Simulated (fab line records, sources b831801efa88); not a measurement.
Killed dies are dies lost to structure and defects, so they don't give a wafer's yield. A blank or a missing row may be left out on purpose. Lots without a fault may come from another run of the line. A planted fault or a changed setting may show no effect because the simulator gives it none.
A struck lot beside a sound one | flow sky130 | 24 steps out of a route of 708
Sound: wafers L161.3, L161.4, L161.6. Struck: wafers L177.2, L177.4, L177.6. The cause comes at the end.
At each step with rows: each side's tool, then ch and its chambers, then its first start. Under that, the readings that differ: sound wafers | struck wafers | difference of the means | sigmas: that difference in standard deviations of wafers without a fault.
alike: readings whose means differ by less than 2 such deviations, and words and numbers that are the same on both sides. not compared: withheld readings, readings that some wafer has no value for, bounds like >300 that may hide the same value, and numbers for which the record gives no deviation and whose values overlap.
The two part at a step that has a row with sigmas, a row that says differs or no value, or rows on one side only. Numbers that don't overlap but have no deviation are shown without sigmas and don't part them. A reading that every wafer of one side lacks parts them only if that side has two wafers or more.

first, 1 step without rows for these wafers: SKY_LI_CONTACT_SPUTTER_19 (material Ti, target thk 20 nm, time 106.37 s).
SKY_LI_CONTACT_SPUTTER_20: material TiN, target thk 20 nm, time 80 s.
  sound on pvd_sputter-01, day 29 16:26; struck on pvd_sputter-01, day 35 04:48
  alike: cathode_dc_power_W, throttle_valve_pct
SKY_LI_CONTACT_CVD_21: deposits W, target thk 400 nm, time 120.56 s.
  sound on cvd_w-02 ch 0,1, day 29 16:41; struck on cvd_w-01 ch 0,1, day 35 04:52
  alike: heater_power_w
SKY_LI_CONTACT_RS_MEAS_22: measures by four-point-probe.
  sound on film_metro-04, day 29 16:49; struck on film_metro-04, day 35 05:01
  alike: LI_CONTACT_W_RS
SKY_LI_CONTACT_THK_MEAS_23: measures by xrf.
  sound on film_metro-04, day 29 16:55; struck on film_metro-04, day 35 05:07
  alike: LI_CONTACT_W_THK
SKY_LI_CONTACT_CMP_24: polishes, stops on PSG, t overpolish 20 s, target thk 0 nm.
  sound on cmp-01 ch 0,1,3, day 29 17:19; struck on cmp-01 ch 0,3, day 35 05:10
  alike: motor_current_A, overpolish_run_s, time_to_endpoint_s
SKY_LOCAL_INTERCONNECT_SPUTTER_00: material TiN, target thk 100 nm, time 83.3 s.
  sound on pvd_sputter-03, day 29 17:31; struck on pvd_sputter-01, day 35 05:28
  alike: cathode_dc_power_W, throttle_valve_pct
SKY_LOCAL_INTERCONNECT_RS_MEAS_01: measures by four-point-probe.
  sound on film_metro-03, day 29 17:37; struck on film_metro-04, day 35 05:33
  alike: LOCAL_INTERCONNECT_TIN_RS
SKY_LOCAL_INTERCONNECT_THK_MEAS_02: measures by xrf.
  sound on film_metro-03, day 29 17:43; struck on film_metro-04, day 35 05:40
  alike: LOCAL_INTERCONNECT_TIN_THK
then, 3 steps without rows for these wafers: SKY_LOCAL_INTERCONNECT_DEHYDRATE_03 (time 60 s); SKY_LOCAL_INTERCONNECT_HMDS_04 (prime time 60 s); SKY_LOCAL_INTERCONNECT_COAT_05 (resist thk 60 nm).
SKY_LOCAL_INTERCONNECT_COAT_06: resist thk 450 nm.
  sound on litho_track-02 ch 0, day 30 07:00; struck on litho_track-03 ch 0, day 35 18:00
  reading                                                   | sound                | struck               | difference | sigmas
  spin_speed_rpm (rpm)                                      | 2999.2 2997.9 3003.3 | 2803.8 2802.2 2804.8 | -196.5     | -98
  model.KrF-thick_of_LOCAL_INTERCONNECT_COAT_06.thk_nm (nm) | 450.9 449.8 449.8    | 465.7 464.8 467.6    | +15.9      |
  alike: dispense_pressure_kPa
then, 4 steps without rows for these wafers: SKY_LOCAL_INTERCONNECT_SOFTBAKE_07 (time 90 s); SKY_LOCAL_INTERCONNECT_EXPOSE_08 (exposes mask LI1M, target cd 170 nm); SKY_LOCAL_INTERCONNECT_PEB_09; SKY_LOCAL_INTERCONNECT_DEVELOP_10 (develop time 60 s).
SKY_LOCAL_INTERCONNECT_CD_MEAS_11: target cd 170 nm.
  sound on cd_sem-01, day 30 20:50; struck on cd_sem-02, day 36 08:19
  alike: cd_nm
SKY_LOCAL_INTERCONNECT_OVL_MEAS_12:
  sound on overlay-01, day 30 20:55; struck on overlay-01, day 36 08:25
  alike: LOCAL_INTERCONNECT_OVL
SKY_LOCAL_INTERCONNECT_ETCH_13: etches BARC in N2/H2, stops on SiO2, time 45.9 s, target depth 60 nm.
  sound on rie_metal-04 ch 0,1, day 30 20:58; struck on rie_metal-03 ch 0,1, day 36 08:26
  alike: chamber_pressure_mTorr, drypump_motor_current_A, he_backside_leak_sccm, oes_product_au, throttle_valve_pct
  not compared: rf_hours_counter_h
SKY_LOCAL_INTERCONNECT_METAL_ETCH_14: etches TiN in Cl2/BCl3, stops on PSG, target depth 110 nm, time 31.4 s.
  sound on rie_metal-04 ch 0,1, day 30 21:02; struck on rie_metal-03 ch 0,1, day 36 08:31
  reading                                                   | sound             | struck          | difference | sigmas
  model.KrF-thick_of_LOCAL_INTERCONNECT_COAT_06.thk_nm (nm) | 348.2 348.3 347.9 | 361.1 363.4 366 | +15.4      |
  alike: bcl3_flow_sccm, chamber_pressure_mTorr, drypump_motor_current_A, he_backside_leak_sccm, oes_product_au, throttle_valve_pct
  not compared: rf_hours_counter_h
SKY_LOCAL_INTERCONNECT_STRIP_15: strips in O2/N2.
  sound on plasma_asher-01 ch 0,1, day 30 21:05; struck on plasma_asher-03 ch 0,1, day 36 08:34
  reading                      | sound             | struck            | difference | sigmas
  oes_product_au (a.u.)        | 0.426 0.419 0.422 | 0.432 0.429 0.437 | +0.010     | +3
  strip_time_to_endpoint_s (s) | 4.714 4.728 4.718 | 4.853 4.853 4.890 | +0.145     | +7
  alike: chamber_pressure_mTorr, drypump_motor_current_A
  not compared: rf_hours_counter_h
then, 2 steps without rows for these wafers: SKY_LOCAL_INTERCONNECT_STRIP_16 (strips in post etch residue remover, time 1200 s); SKY_PAD_OPEN_PROBE_99.

WHERE THEY PART
First at SKY_LOCAL_INTERCONNECT_COAT_06; last, within this record, at SKY_LOCAL_INTERCONNECT_STRIP_15.

WHY: what the simulator had put in
Process parameter drift: litho_track-03, from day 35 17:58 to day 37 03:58, at SKY_LOCAL_INTERCONNECT_COAT_06. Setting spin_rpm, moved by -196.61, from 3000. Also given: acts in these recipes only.
